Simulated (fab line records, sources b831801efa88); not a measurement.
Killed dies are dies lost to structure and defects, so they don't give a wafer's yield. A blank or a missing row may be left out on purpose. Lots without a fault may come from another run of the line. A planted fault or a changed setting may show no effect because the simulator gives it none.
Chamber matching | flow sky130 | SKY_CONTACT_CMP_27 on cmp-02: 4 sister chambers
The step polishes, stops on SiO2, t overpolish 15 s, target thk 0 nm. 18 wafers are shown with their chamber, then 9 later ones without.

WAFERS WITH THEIR CHAMBER
wafer  | chamber | motor_current_A (A) | time_to_endpoint_s (s) | overpolish_run_s (s)
L186.2 | 0       | 10.7                | 83                     | 15.003
L186.4 | 1       | 11.5                | 85                     | 14.999
L186.5 | 3       | 10.6                | 79                     | 15.006
L187.1 | 0       | 11.2                | 81                     | 14.983
L187.2 | 3       | 11.0                | 77                     | 15.004
L187.5 | 0       | 11.1                | 81                     | 14.993
L197.4 | 1       | 10.9                | 82                     | 14.996
L197.5 | 0       | 11.3                | 81                     | 14.990
L197.6 | 3       | 10.9                | 79                     | 14.988
L200.2 | 3       | 11.0                | 75                     | 14.998
L200.3 | 0       | 10.8                | 78                     | 14.992
L200.4 | 1       | 10.4                | 76                     | 15.010
L203.1 | 1       | 10.6                | 82                     | 15.000
L203.5 | 2       | 11.7                | 73                     | 15.010
L203.6 | 1       | 10.3                | 78                     | 15.004
L204.1 | 1       | 11.7                | 85                     | 14.984
L204.2 | 2       | 12.3                | 77                     | 15.002
L204.6 | 0       | 11.3                | 83                     | 15.012

SIGNATURES (means of the wafers above)
reading            | chamber 0 | chamber 1 | chamber 2 | chamber 3 | scatter within a chamber
motor_current_A    | 11.067    | 10.900    | 12.000    | 10.875    | 0.407
time_to_endpoint_s | 81.17     | 81.33     | 75.00     | 77.50     | 2.71
overpolish_run_s   | 14.99550  | 14.99883  | 15.00600  | 14.99900  | 0.00903
Rule: a wafer's distance from a chamber is the root of the sum, over the readings, of the square of ((its reading less the chamber's mean) divided by the reading's scatter). The wafer belongs to the nearest chamber; if the next one is less than 2 further off, it can't be placed. The scatter: the root of (the sum of the squares of (reading less its chamber's mean) over the shown wafers, divided by (wafers less chambers)).

WAFERS WITHOUT THEIR CHAMBER
wafer  | motor_current_A (A) | time_to_endpoint_s (s) | overpolish_run_s (s)
L206.1 | 10.6                | 88                     | 15.016
L206.3 | 12.2                | 78                     | 15.000
L206.4 | 11.0                | 85                     | 14.991
L205.1 | 11.1                | 82                     | 14.999
L205.2 | 10.9                | 89                     | 15.003
L205.4 | 11.0                | 83                     | 15.003
L207.1 | 10.8                | 85                     | 14.986
L207.5 | 10.6                | 87                     | 14.987
L207.6 | 12.6                | 76                     | 14.978

WHICH CHAMBER EACH WENT THROUGH
wafer  | from the rows above               | in truth
L206.1 | can't be placed: 1 or 0 or 3      | 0
L206.3 | can't be placed: 2 or 0 or 3      | 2
L206.4 | can't be placed: 0 or 1 or 3      | 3
L205.1 | can't be placed: 0 or 1 or 3      | 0
L205.2 | can't be placed: 1 or 0 or 3      | 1
L205.4 | can't be placed: 1 or 0 or 3      | 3
L207.1 | can't be placed: 0 or 1 or 3      | 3
L207.5 | can't be placed: 1 or 0 or 3      | 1
L207.6 | can't be placed: 2 or 0 or 3 or 1 | 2
Placed correctly: 0 of 9. Can't be placed from these rows: 9 (the true chamber is among the candidates in 9). Placed wrongly: 0.
